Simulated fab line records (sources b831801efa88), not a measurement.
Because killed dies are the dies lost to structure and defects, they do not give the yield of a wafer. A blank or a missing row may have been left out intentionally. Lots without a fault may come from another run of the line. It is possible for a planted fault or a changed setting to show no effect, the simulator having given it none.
fab line records	flow gf180mcu
record: lots: 24	wafers: 72	last-day: 34
route steps=602 shown M1@331 V3@445 MIM@513 V5@545
lots with no fault: from the same line, run without faults
start-h: hours from the record's first day to the start of the lot's first wafer shown	wait-h: hours elapsed since this lot's preceding step	" identical to the entry in the row above	L1.1+2: several wafers, shown together as one row	- no value, or no start given	* or withheld: withheld	< > ~ a bound
route shown NAME@n: a module of which the file shows steps, and the number in the route of the first	usual: mean/standard deviation of fault-free wafers	same: alike in all rows	chamber/n: place in a boat	sites: per-site readings	_std_site: standard deviation across them	_edge_site: outer sites' mean less inner sites'	radius-mm: how far each site lies from the wafer's centre	mask NAME#n: copy n	behind: the last tool/chamber to shape the wafer	hold: the reason the lot was held/the length of the hold in hours/how it ended	device: the transistor (n, p or np) that didn't switch	end of line: tests run on the same wafers once the route is complete	for a step that has no rows: nothing shown but its recipe	killed: dies lost to structure and defects at the first sort, not the wafer's yield	map: per-die view of a wafer (x killed, . not killed, _ where there is no die)
set.NAME: the setting the step ran with; set.NAME@STEP: the setting that earlier step ran with	model.NAME: the simulator's own value behind a step, which no gauge read
route steps across a sampled set of lots; one table per step, one row per wafer
services: a tool's chamber out of use, with start hour (start-h, from the record's first day; less than 0 if before it), hours out, and reason
== steps ==
step: GF_M1_METAL_ETCH_16
recipe: chemistry: Cl2/BCl3	mask-material: KrF	target-depth-nm: 750.8	stop-on: SiO2	pressure-mtorr: 8	icp-w: 800	bias-w: 140	Cl2_flow_sccm: 80	bcl3-flow-sccm: 40	time-s: 125.1
usual: drypump-motor-current-A: 5.8/0.49	he-backside-leak-sccm: 3.24/0.25	oes-product-au: 0.987/0.0059	rf-fwd-power-W: 796.8/2.5	throttle-valve-pct: 28.234/0.01
same: time-s: 125.1
lot.wafer	tool	chamber	start-h	wait-h	drypump-motor-current-A	he-backside-leak-sccm	oes-product-au	rf-fwd-power-W	rf-hours-counter-h	throttle-valve-pct
L074.1	rie-metal-03	1	395.01	0.0	5.3	3.00	0.992	798.7	10	28.251
L074.3	"	1	"	"	5.3	3.05	0.985	791.4	-	28.220
L074.5	"	0	"	"	5.9	3.21	0.984	792.0	-	28.236
L075.2	rie-metal-01	1	399.29	0.1	5.3	3.32	0.992	799.6	-	28.228
L075.3	"	1	"	"	5.3	3.20	0.991	795.2	-	28.247
L075.6	"	1	"	"	5.3	3.30	0.987	798.2	-	28.236
L077.2	rie-metal-03	1	409.00	0.0	5.3	3.16	0.989	798.5	11	28.225
L077.3	"	0	"	"	5.9	3.24	0.989	797.4	-	28.228
L077.5	"	0	"	"	5.9	3.12	0.988	793.4	-	28.216
L076.2	rie-metal-01	0	411.50	0.0	5.7	3.28	0.973	798.5	11	28.243
L076.3	"	0	"	"	5.7	3.04	0.974	798.9	-	28.252
L076.5	"	1	"	"	5.3	3.34	0.990	799.7	-	28.226
L078.1	rie-metal-04	1	425.31	0.0	6.3	3.44	0.978	793.7	4	28.231
L078.2	"	0	"	"	6.8	3.32	0.996	800.7	6	28.242
L078.5	"	1	"	"	6.3	3.23	0.992	794.8	-	28.247
L079.3	rie-metal-03	0	432.51	0.1	5.9	3.48	0.989	792.1	-	28.245
L079.5	"	0	"	"	5.9	3.35	0.986	797.2	-	28.226
L079.6	"	1	"	"	5.3	3.12	0.988	797.8	-	28.231
L080.4	rie-metal-03	0	444.35	0.1	5.9	3.39	0.992	797.6	-	28.245
L080.5	"	1	"	"	5.3	3.21	0.993	796.5	-	28.238
L080.6	"	0	"	"	5.9	3.43	0.995	798.3	-	28.235
L081.1	rie-metal-03	1	450.46	0.0	5.3	3.04	0.986	798.7	12	28.246
L081.2	"	0	"	"	5.9	3.38	0.986	793.6	7	28.233
L081.3	"	0	"	"	5.9	3.25	0.990	797.1	-	28.223
L082.2	rie-metal-03	0	466.55	0.0	5.9	3.13	0.989	790.4	8	28.227
L082.3	"	1	"	"	5.3	3.08	0.983	799.0	-	28.239
L082.6	"	1	"	"	5.3	3.12	0.990	802.1	-	28.238
L083.4	rie-metal-01	1	475.20	0.1	5.3	3.38	0.987	801.4	-	28.226
L083.5	"	0	"	"	5.6	3.03	0.977	797.7	-	28.257
L083.6	"	1	"	"	5.3	3.42	0.986	799.9	-	28.242
L084.1	rie-metal-03	0	478.95	0.0	5.9	3.29	0.983	797.7	8	28.239
L084.4	"	0	"	"	5.9	3.64	0.982	793.1	-	28.246
L084.5	"	1	"	"	5.3	3.23	0.980	793.7	-	28.240
L085.1	rie-metal-01	1	490.75	0.0	5.3	3.14	0.985	796.7	7	28.221
L085.4	"	1	"	"	5.3	3.15	0.984	799.5	-	28.230
L085.6	"	1	"	"	5.3	3.17	0.984	800.4	-	28.233
L086.1	rie-metal-01	0	499.10	0.0	5.6	3.10	0.994	797.5	0	28.239
L086.2	"	1	"	"	5.3	3.43	0.991	795.6	8	28.239
L086.3	"	1	"	"	5.3	3.38	0.980	796.7	-	28.256
L087.3	rie-metal-04	0	511.24	0.1	6.8	3.26	0.991	798.6	-	28.241
L087.5	"	1	"	"	6.3	3.20	0.976	790.3	-	28.238
L087.6	"	0	"	"	6.8	3.45	0.981	795.8	-	28.242
L089.2	rie-metal-01	1	526.55	0.0	5.3	3.14	0.984	797.3	9	28.253
L089.4	"	1	"	"	5.3	3.18	0.983	800.2	-	28.212
L089.6	"	0	"	"	5.7	3.07	0.981	797.7	-	28.239
L088.2	rie-metal-04	1	527.58	0.0	6.3	2.77	0.990	797.5	6	28.236
L088.4	"	1	"	"	6.2	2.89	0.987	798.2	-	28.235
L088.5	"	0	"	"	6.8	3.46	0.995	798.5	-	28.211
L091.2	rie-metal-03	0	541.50	0.0	5.9	3.30	0.990	792.9	9	28.242
L091.3	"	1	"	"	5.3	3.13	0.987	791.9	-	28.243
L091.4	"	0	"	"	5.9	3.40	0.980	796.8	-	28.237
L090.1	rie-metal-03	1	543.25	0.0	5.3	2.99	0.992	797.1	15	28.232
L090.2	"	0	"	"	5.9	3.37	0.996	796.3	9	28.239
L090.3	"	1	"	"	5.3	3.07	0.988	798.6	-	28.234
L092.3	rie-metal-04	1	553.55	0.1	6.2	3.04	0.987	792.2	-	28.230
L092.5	"	1	"	"	6.2	3.37	0.983	794.3	-	28.239
L092.6	"	0	"	"	6.8	5.18	0.991	796.5	-	28.216
L093.2	rie-metal-04	0	563.16	0.0	6.8	3.23	0.990	797.3	9	28.234
L093.3	"	0	"	"	6.7	3.12	0.996	797.2	-	28.222
L093.6	"	0	"	"	6.8	3.37	0.989	793.9	-	28.210
L095.1	rie-metal-03	0	564.60	0.0	5.9	3.34	0.992	799.2	10	28.227
L095.3	"	0	"	"	5.9	3.68	0.994	798.0	-	28.244
L095.5	"	0	"	"	5.9	3.58	0.993	797.8	-	28.217
L094.1	rie-metal-04	1	567.40	0.0	6.3	3.19	0.974	794.9	7	28.247
L094.3	"	0	"	"	6.8	3.32	0.985	795.8	-	28.225
L094.5	"	1	"	"	6.2	4.28	0.980	795.5	-	28.254
L096.1	rie-metal-01	0	578.85	0.0	5.7	3.06	0.981	797.8	3	28.242
L096.3	"	1	"	"	5.3	2.93	0.997	798.4	-	28.236
L096.5	"	0	"	"	5.7	2.88	0.985	797.4	-	28.223
L097.2	rie-metal-01	1	587.25	0.0	5.3	3.09	0.989	795.8	11	28.232
L097.3	"	1	"	"	5.3	3.20	0.984	798.8	-	28.221
L097.5	"	0	"	"	5.7	3.35	0.988	797.6	-	28.239
step: GF_V3_ETCH_16
recipe: chemistry: N2/H2	target-depth-a: withheld	overetch-a: withheld	time-s: withheld	target: BARC	ion-energy-ev: 200	source-w: 500	bias-w: 100	pressure-mtorr: 30	n2-flow-sccm: 100	h2-flow-sccm: 200
usual: drypump-motor-current-A: 6.1/0.45	oes-product-au: 0.854/0.0045	rf-fwd-power-W: 494.4/2	throttle-valve-pct: 13.224/0.0091
lot.wafer	tool	chamber	start-h	wait-h	drypump-motor-current-A	oes-product-au	rf-fwd-power-W	throttle-valve-pct
L074.1	rie-diel-04	3	522.15	0.0	6.4	0.850	493.8	13.215
L074.3	"	1	"	"	6.5	0.858	497.0	13.214
L074.5	"	2	"	"	5.9	0.852	494.6	13.235
L075.2	rie-diel-02	3	532.81	0.0	6.4	0.859	495.6	13.221
L075.3	"	1	"	"	5.5	0.848	493.6	13.215
L075.6	"	3	"	"	6.4	0.851	492.6	13.217
L077.2	rie-diel-04	3	534.66	0.0	6.4	0.851	492.6	13.211
L077.3	"	0	"	"	5.3	0.859	493.5	13.225
L077.5	"	1	"	"	6.5	0.855	494.0	13.217
L076.2	rie-diel-04	0	538.31	0.0	5.3	0.848	494.2	13.216
L076.3	"	1	"	"	6.5	0.851	495.3	13.206
L076.5	"	2	"	"	5.9	0.857	498.8	13.234
L078.1	rie-diel-02	0	551.31	0.0	6.4	0.862	497.0	13.229
L078.2	"	3	"	"	6.4	0.858	493.4	13.222
L078.5	"	3	"	"	6.4	0.855	494.1	13.229
L079.3	rie-diel-02	0	556.05	0.0	6.4	0.851	493.6	13.229
L079.5	"	1	"	"	5.5	0.858	492.5	13.222
L079.6	"	2	"	"	6.4	0.850	494.6	13.216
L080.4	rie-diel-01	2	569.21	0.0	5.2	0.854	491.9	13.221
L080.5	"	3	"	"	5.7	0.857	498.3	13.216
L080.6	"	2	"	"	5.2	0.846	489.7	13.232
L081.1	rie-diel-04	1	573.41	0.0	6.5	0.851	495.8	13.239
L081.2	"	3	"	"	6.4	0.859	496.5	13.215
L081.3	"	0	"	"	5.3	0.851	495.0	13.237
L082.2	rie-diel-01	2	588.60	0.0	5.2	0.853	492.8	13.230
L082.3	"	1	"	"	5.7	0.850	493.8	13.237
L082.6	"	2	"	"	5.2	0.860	494.2	13.227
L083.4	rie-diel-02	3	596.06	0.0	6.3	0.858	495.3	13.222
L083.5	"	0	"	"	6.3	0.866	491.3	13.229
L083.6	"	1	"	"	5.5	0.856	493.7	13.216
L084.1	rie-diel-02	1	601.36	0.0	5.5	0.848	494.5	13.227
L084.4	"	3	"	"	6.4	0.849	492.5	13.222
L084.5	"	0	"	"	6.4	0.853	492.3	13.228
L085.1	rie-diel-04	1	610.45	0.0	6.5	0.857	496.1	13.216
L085.4	"	0	"	"	5.2	0.852	492.0	13.211
L085.6	"	0	"	"	5.3	0.855	492.7	13.228
L086.1	rie-diel-04	1	617.16	0.0	6.5	0.860	493.0	13.217
L086.2	"	2	"	"	6.0	0.849	496.2	13.225
L086.3	"	3	"	"	6.4	0.855	490.8	13.203
L087.3	rie-diel-01	3	628.01	0.0	5.7	0.853	497.2	13.210
L087.5	"	3	"	"	5.7	0.862	495.9	13.213
L087.6	"	0	"	"	6.1	0.860	493.1	13.224
L089.2	rie-diel-04	1	641.91	0.0	6.5	0.860	494.7	13.223
L089.4	"	2	"	"	6.0	0.856	498.7	13.240
L089.6	"	1	"	"	6.5	0.853	495.8	13.237
L088.2	rie-diel-04	3	643.21	0.0	6.4	0.856	494.2	13.217
L088.4	"	2	"	"	6.0	0.852	497.8	13.231
L088.5	"	3	"	"	6.4	0.854	493.0	13.211
L091.2	rie-diel-04	0	655.11	0.0	5.3	0.848	492.9	13.238
L091.3	"	1	"	"	6.5	0.856	494.5	13.219
L091.4	"	3	"	"	6.4	0.865	493.8	13.233
L090.1	rie-diel-01	2	656.96	0.0	5.2	0.854	491.3	13.222
L090.2	"	3	"	"	5.7	0.853	497.2	13.221
L090.3	"	0	"	"	6.1	0.863	493.9	13.226
L092.3	rie-diel-02	0	666.25	0.0	6.3	0.856	494.0	13.230
L092.5	"	2	"	"	6.5	0.849	494.7	13.243
L092.6	"	1	"	"	5.5	0.853	493.6	13.220
L093.2	rie-diel-04	0	673.70	0.0	5.3	0.859	492.0	13.217
L093.3	"	3	"	"	6.4	0.850	492.8	13.236
L093.6	"	0	"	"	5.3	0.851	492.2	13.220
L095.1	rie-diel-02	1	676.66	0.0	5.5	0.856	495.1	13.221
L095.3	"	2	"	"	6.4	0.847	494.1	13.231
L095.5	"	3	"	"	6.4	0.861	493.9	13.216
L094.1	rie-diel-04	3	677.41	0.0	6.4	0.854	492.2	13.225
L094.3	"	1	"	"	6.5	0.848	495.7	13.227
L094.5	"	3	"	"	6.4	0.849	492.5	13.210
L096.1	rie-diel-02	3	687.60	0.0	6.4	0.855	490.7	13.221
L096.3	"	1	"	"	5.5	0.860	495.2	13.206
L096.5	"	3	"	"	6.4	0.853	493.1	13.222
L097.2	rie-diel-02	1	695.26	0.0	5.5	0.859	497.2	13.227
L097.3	"	0	"	"	6.4	0.850	494.4	13.232
L097.5	"	1	"	"	5.5	0.861	495.5	13.211
step: GF_V3_SPUTTER_21
recipe: material: Ti	target-thk-nm: 15	chamber-pressure-pa: 5	power-w: 2500	substrate-temp-c: 200	time-s: 80.02
usual: throttle-valve-pct: 29.6/1.1
same: time-s: 80.02
lot.wafer	tool	chamber	start-h	wait-h	throttle-valve-pct
L074.1	pvd-sputter-01	-	522.81	0.0	30.9
L074.3	"	-	"	"	28.1
L074.5	"	-	"	"	31.4
L075.2	pvd-sputter-03	-	533.48	0.0	30.2
L075.3	"	-	"	"	28.5
L075.6	"	-	"	"	30.2
L077.2	pvd-sputter-03	-	535.35	0.0	30.0
L077.3	"	-	"	"	30.0
L077.5	"	-	"	"	29.6
L076.2	pvd-sputter-01	-	538.98	0.0	28.4
L076.3	"	-	"	"	30.6
L076.5	"	-	"	"	31.5
L078.1	pvd-sputter-04	-	551.97	0.0	29.6
L078.2	"	-	"	"	28.5
L078.5	"	-	"	"	29.8
L079.3	pvd-sputter-04	-	556.71	0.0	29.4
L079.5	"	-	"	"	29.2
L079.6	"	-	"	"	28.9
L080.4	pvd-sputter-01	-	569.91	0.0	30.6
L080.5	"	-	"	"	29.0
L080.6	"	-	"	"	31.6
L081.1	pvd-sputter-01	-	574.07	0.0	31.7
L081.2	"	-	"	"	28.9
L081.3	"	-	"	"	30.8
L082.2	pvd-sputter-01	-	589.26	0.0	30.7
L082.3	"	-	"	"	31.6
L082.6	"	-	"	"	30.8
L083.4	pvd-sputter-03	-	596.72	0.0	28.7
L083.5	"	-	"	"	30.0
L083.6	"	-	"	"	28.8
L084.1	pvd-sputter-03	-	602.03	0.0	28.6
L084.4	"	-	"	"	30.0
L084.5	"	-	"	"	28.4
L085.1	pvd-sputter-03	-	611.11	0.0	29.8
L085.4	"	-	"	"	30.0
L085.6	"	-	"	"	30.0
L086.1	pvd-sputter-04	-	617.82	0.0	28.7
L086.2	"	-	"	"	29.1
L086.3	"	-	"	"	29.5
L087.3	pvd-sputter-03	-	628.67	0.0	28.6
L087.5	"	-	"	"	30.0
L087.6	"	-	"	"	30.0
L089.2	pvd-sputter-04	-	642.58	0.0	28.7
L089.4	"	-	"	"	28.0
L089.6	"	-	"	"	29.0
L088.2	pvd-sputter-01	-	643.94	0.0	28.0
L088.4	"	-	"	"	29.1
L088.5	"	-	"	"	30.9
L091.2	pvd-sputter-03	-	655.77	0.0	28.3
L091.3	"	-	"	"	29.6
L091.4	"	-	"	"	29.6
L090.1	pvd-sputter-04	-	657.62	0.0	29.2
L090.2	"	-	"	"	28.3
L090.3	"	-	"	"	29.4
L092.3	pvd-sputter-04	-	666.91	0.0	29.5
L092.5	"	-	"	"	28.9
L092.6	"	-	"	"	29.5
L093.2	pvd-sputter-01	-	674.36	0.0	28.1
L093.3	"	-	"	"	29.2
L093.6	"	-	"	"	29.3
L095.1	pvd-sputter-04	-	677.32	0.0	29.1
L095.3	"	-	"	"	29.7
L095.5	"	-	"	"	28.9
L094.1	pvd-sputter-01	-	678.10	0.0	31.0
L094.3	"	-	"	"	28.1
L094.5	"	-	"	"	31.6
L096.1	pvd-sputter-01	-	688.26	0.0	28.3
L096.3	"	-	"	"	30.6
L096.5	"	-	"	"	32.0
L097.2	pvd-sputter-01	-	695.95	0.0	30.7
L097.3	"	-	"	"	31.9
L097.5	"	-	"	"	30.7
step: GF_MIM_RS_MEAS_10
recipe: thk-meas-gauge: four-point-probe	reads: TiN_of_MIM_SPUTTER_09+AlCu_of_MIM_SPUTTER_08+TiN_of_MIM_SPUTTER_07
usual: MIM_ALCU_RS: 0.1595/0.0018
lot.wafer	tool	chamber	start-h	wait-h	MIM_ALCU_RS[ohm/sq]
L074.1	film-metro-03	-	572.05	0.0	0.1594
L074.3	"	-	"	"	0.1575
L074.5	"	-	"	"	0.1606
L075.2	film-metro-04	-	582.61	0.0	0.1580
L075.3	"	-	"	"	0.1597
L075.6	"	-	"	"	0.1574
L077.2	film-metro-03	-	583.90	0.0	0.1603
L077.3	"	-	"	"	0.1609
L077.5	"	-	"	"	0.1612
L076.2	film-metro-02	-	587.64	0.0	0.1582
L076.3	"	-	"	"	0.1589
L076.5	"	-	"	"	0.1580
L078.1	film-metro-02	-	599.33	0.0	0.1579
L078.2	"	-	"	"	0.1589
L078.5	"	-	"	"	0.1562
L079.3	film-metro-02	-	605.16	0.1	0.1586
L079.5	"	-	"	"	0.1589
L079.6	"	-	"	"	0.1631
L080.4	film-metro-03	-	618.07	0.1	0.1603
L080.5	"	-	"	"	0.1612
L080.6	"	-	"	"	0.1595
L081.1	film-metro-04	-	620.72	0.0	0.1587
L081.2	"	-	"	"	0.1557
L081.3	"	-	"	"	0.1576
L082.2	film-metro-03	-	635.89	0.0	0.1584
L082.3	"	-	"	"	0.1574
L082.6	"	-	"	"	0.1595
L083.4	film-metro-02	-	642.33	0.1	0.1617
L083.5	"	-	"	"	0.1624
L083.6	"	-	"	"	0.1615
L084.1	film-metro-02	-	647.52	0.0	0.1630
L084.4	"	-	"	"	0.1594
L084.5	"	-	"	"	0.1629
L085.1	film-metro-04	-	656.53	0.0	0.1580
L085.4	"	-	"	"	0.1606
L085.6	"	-	"	"	0.1589
L086.1	film-metro-04	-	662.82	0.0	0.1577
L086.2	"	-	"	"	0.1588
L086.3	"	-	"	"	0.1587
L087.3	film-metro-04	-	673.52	0.1	0.1595
L087.5	"	-	"	"	0.1587
L087.6	"	-	"	"	0.1588
L089.2	film-metro-03	-	685.39	0.0	0.1579
L089.4	"	-	"	"	0.1590
L089.6	"	-	"	"	0.1573
L088.2	film-metro-03	-	687.39	0.0	0.1593
L088.4	"	-	"	"	0.1601
L088.5	"	-	"	"	0.1595
L091.2	film-metro-04	-	698.64	0.0	0.1599
L091.3	"	-	"	"	0.1598
L091.4	"	-	"	"	0.1589
L090.1	film-metro-04	-	700.50	0.0	0.1609
L090.2	"	-	"	"	0.1616
L090.3	"	-	"	"	0.1602
L092.3	film-metro-02	-	709.31	0.1	0.1593
L092.5	"	-	"	"	0.1600
L092.6	"	-	"	"	0.1593
L093.2	film-metro-04	-	715.30	0.0	0.1609
L093.3	"	-	"	"	0.1625
L093.6	"	-	"	"	0.1626
L095.1	film-metro-04	-	718.07	0.0	0.1567
L095.3	"	-	"	"	0.1547
L095.5	"	-	"	"	0.1543
L094.1	film-metro-03	-	719.98	0.0	0.1620
L094.3	"	-	"	"	0.1632
L094.5	"	-	"	"	0.1619
L096.1	film-metro-03	-	728.93	0.0	0.1570
L096.3	"	-	"	"	0.1581
L096.5	"	-	"	"	0.1578
L097.2	film-metro-04	-	735.64	0.0	0.1570
L097.3	"	-	"	"	0.1608
L097.5	"	-	"	"	0.1567
step: GF_V5_BOW_MEAS_05
recipe: mode: bow
usual: V5_BOW: 134/10
lot.wafer	tool	chamber	start-h	wait-h	V5_BOW[um]
L074.1	film-metro-03	-	617.45	0.2	118
L074.3	"	-	"	"	116
L074.5	"	-	"	"	123
L075.2	film-metro-02	-	626.54	0.1	145
L075.3	"	-	"	"	132
L075.6	"	-	"	"	141
L077.2	film-metro-02	-	627.19	0.2	135
L077.3	"	-	"	"	137
L077.5	"	-	"	"	144
L076.2	film-metro-03	-	631.14	0.1	134
L076.3	"	-	"	"	142
L076.5	"	-	"	"	141
L078.1	film-metro-03	-	642.22	0.2	135
L078.2	"	-	"	"	143
L078.5	"	-	"	"	135
L079.3	film-metro-01	-	647.87	0.3	131
L079.5	"	-	"	"	146
L079.6	"	-	"	"	130
L080.4	film-metro-01	-	659.97	0.3	141
L080.5	"	-	"	"	150
L080.6	"	-	"	"	133
L081.1	film-metro-01	-	663.37	0.1	140
L081.2	"	-	"	"	152
L081.3	"	-	"	"	156
L082.2	film-metro-01	-	676.99	0.2	150
L082.3	"	-	"	"	150
L082.6	"	-	"	"	157
L083.4	film-metro-03	-	683.58	0.3	145
L083.5	"	-	"	"	148
L083.6	"	-	"	"	147
L084.1	film-metro-01	-	687.77	0.1	129
L084.4	"	-	"	"	124
L084.5	"	-	"	"	121
L085.1	film-metro-02	-	697.06	0.2	147
L085.4	"	-	"	"	136
L085.6	"	-	"	"	140
L086.1	film-metro-01	-	703.01	0.2	148
L086.2	"	-	"	"	146
L086.3	"	-	"	"	141
L087.3	film-metro-03	-	712.50	0.2	142
L087.5	"	-	"	"	143
L087.6	"	-	"	"	131
L089.2	film-metro-03	-	723.32	0.1	132
L089.4	"	-	"	"	133
L089.6	"	-	"	"	130
L088.2	film-metro-01	-	725.18	0.2	141
L088.4	"	-	"	"	141
L088.5	"	-	"	"	139
L091.2	film-metro-01	-	734.72	0.2	132
L091.3	"	-	"	"	122
L091.4	"	-	"	"	132
L090.1	film-metro-01	-	736.62	0.2	135
L090.2	"	-	"	"	137
L090.3	"	-	"	"	120
L092.3	film-metro-02	-	746.39	0.2	138
L092.5	"	-	"	"	127
L092.6	"	-	"	"	131
L093.2	film-metro-02	-	751.20	0.3	111
L093.3	"	-	"	"	129
L093.6	"	-	"	"	125
L095.1	film-metro-03	-	753.71	0.2	120
L095.3	"	-	"	"	114
L095.5	"	-	"	"	122
L094.1	film-metro-03	-	755.99	0.1	134
L094.3	"	-	"	"	140
L094.5	"	-	"	"	143
L096.1	film-metro-03	-	763.88	0.1	124
L096.3	"	-	"	"	123
L096.5	"	-	"	"	113
L097.2	film-metro-03	-	770.43	0.1	139
L097.3	"	-	"	"	136
L097.5	"	-	"	"	135
step: GF_V5_STRIP_18
recipe: chemistry: O2/N2	power-w: 1400	pressure-mtorr: 1500	platen-temp-c: 250	o2-flow-sccm: 3000	n2-flow-sccm: 300	overash-fraction: 0.5
usual: drypump-motor-current-A: 5.82/0.23	heater-power-w: 363/35	oes-product-au: 0.569/0.0048
lot.wafer	tool	chamber	start-h	wait-h	drypump-motor-current-A	heater-power-w	oes-product-au	rf-hours-counter-h
L074.1	plasma-asher-03	1	638.51	-	5.60	362	0.566	51
L074.3	"	0	"	"	5.60	355	0.565	-
L074.5	"	1	"	"	5.58	368	0.564	-
L075.2	plasma-asher-02	0	646.86	-	5.97	340	0.564	24
L075.3	"	1	"	"	5.96	426	0.556	-
L075.6	"	0	"	"	5.98	341	0.572	-
L077.2	plasma-asher-04	0	648.11	-	6.10	360	0.566	82
L077.3	"	0	"	"	6.06	373	0.565	-
L077.5	"	0	"	"	6.12	370	0.561	-
L076.2	plasma-asher-02	0	652.50	-	5.98	338	0.572	25
L076.3	"	0	"	"	5.97	323	0.568	-
L076.5	"	0	"	"	5.98	332	0.568	-
L078.1	plasma-asher-03	0	662.90	-	5.59	357	0.573	54
L078.2	"	1	"	"	5.59	367	0.569	54
L078.5	"	0	"	"	5.58	341	0.579	-
L079.3	plasma-asher-04	0	667.38	-	6.09	375	0.566	-
L079.5	"	0	"	"	6.15	366	0.560	-
L079.6	"	1	"	"	5.56	326	0.571	-
L080.4	plasma-asher-04	1	679.54	-	5.56	326	0.560	-
L080.5	"	0	"	"	6.06	367	0.564	-
L080.6	"	1	"	"	5.56	332	0.570	-
L081.1	plasma-asher-04	0	682.75	-	6.11	375	0.562	85
L081.2	"	1	"	"	5.53	321	0.566	85
L081.3	"	0	"	"	6.07	378	0.575	-
L082.2	plasma-asher-02	0	696.85	-	5.99	336	0.574	29
L082.3	"	0	"	"	5.96	333	0.575	-
L082.6	"	1	"	"	5.98	424	0.563	-
L083.4	plasma-asher-03	1	703.05	-	5.58	369	0.572	-
L083.5	"	1	"	"	5.60	374	0.568	-
L083.6	"	0	"	"	5.59	340	0.572	-
L084.1	plasma-asher-04	1	706.70	-	5.56	315	0.574	88
L084.4	"	0	"	"	6.11	372	0.565	-
L084.5	"	0	"	"	6.12	365	0.567	-
L085.1	plasma-asher-03	0	715.66	-	5.61	356	0.562	59
L085.4	"	0	"	"	5.61	351	0.573	-
L085.6	"	1	"	"	5.59	372	0.571	-
L086.1	plasma-asher-04	0	721.05	-	6.12	364	0.566	89
L086.2	"	1	"	"	5.54	330	0.570	89
L086.3	"	1	"	"	5.54	323	0.564	-
L087.3	plasma-asher-02	1	730.03	-	6.04	427	0.569	-
L087.5	"	0	"	"	5.98	333	0.573	-
L087.6	"	1	"	"	6.07	426	0.561	-
L089.2	plasma-asher-03	0	741.00	-	5.60	342	0.573	62
L089.4	"	0	"	"	5.58	354	0.573	-
L089.6	"	1	"	"	5.57	358	0.574	-
L088.2	plasma-asher-04	1	742.61	-	5.55	328	0.568	92
L088.4	"	0	"	"	6.08	366	0.572	-
L088.5	"	1	"	"	5.54	320	0.575	-
L091.2	plasma-asher-02	1	751.50	-	5.99	433	0.570	36
L091.3	"	0	"	"	5.95	328	0.559	-
L091.4	"	1	"	"	5.99	425	0.570	-
L090.1	plasma-asher-03	0	753.10	-	5.60	345	0.558	63
L090.2	"	1	"	"	5.60	366	0.567	63
L090.3	"	1	"	"	5.61	364	0.566	-
L092.3	plasma-asher-03	0	763.49	-	5.60	343	0.564	-
L092.5	"	1	"	"	5.60	380	0.564	-
L092.6	"	0	"	"	5.60	337	0.559	-
L093.2	plasma-asher-04	0	767.75	-	6.10	381	0.574	94
L093.3	"	0	"	"	6.08	365	0.570	-
L093.6	"	0	"	"	6.07	373	0.573	-
L095.1	plasma-asher-02	0	770.40	-	5.98	343	0.574	38
L095.3	"	0	"	"	5.96	339	0.572	-
L095.5	"	1	"	"	6.00	422	0.570	-
L094.1	plasma-asher-02	0	772.10	-	5.97	333	0.566	38
L094.3	"	1	"	"	5.96	421	0.572	-
L094.5	"	0	"	"	5.96	326	0.573	-
L096.1	plasma-asher-02	0	780.25	-	5.97	335	0.572	39
L096.3	"	1	"	"	5.94	416	0.560	-
L096.5	"	0	"	"	5.96	336	0.569	-
L097.2	plasma-asher-02	0	785.50	-	5.97	339	0.574	39
L097.3	"	1	"	"	6.01	419	0.577	-
L097.5	"	1	"	"	5.97	428	0.566	-
== services ==
tool	chamber	start-h	hours	kind
rie-metal-03	1	382.04	7.5	repair
pvd-sputter-01	-	385.18	3.0	repair
plasma-asher-02	-	421.25	9.0	pm
rie-diel-04	-	430.74	0.6	repair
pvd-sputter-01	-	457.89	2.2	repair
rie-metal-03	0	494.93	25.1	repair
pvd-sputter-01	-	497.32	1.1	repair
rie-diel-04	1	507.24	1.7	repair
rie-metal-03	1	549.74	4.9	repair
rie-metal-03	-	578.51	2.8	pm
pvd-sputter-01	-	580.42	7.6	repair
rie-metal-03	-	595.60	1.0	repair
rie-diel-04	3	633.20	7.6	repair
rie-diel-04	0	633.34	11.3	repair
rie-diel-04	2	655.42	29.9	repair
rie-metal-03	-	659.17	0.2	repair
pvd-sputter-01	-	690.27	3.1	repair
rie-metal-03	-	692.10	1.4	pm
rie-diel-04	-	699.36	1.2	repair
rie-diel-04	-	710.52	0.7	repair
pvd-sputter-01	-	712.98	2.2	repair
pvd-sputter-01	-	722.39	36.2	repair
rie-metal-03	1	783.18	13.2	repair
pvd-sputter-01	-	783.51	6.0	repair
== key ==
fault none
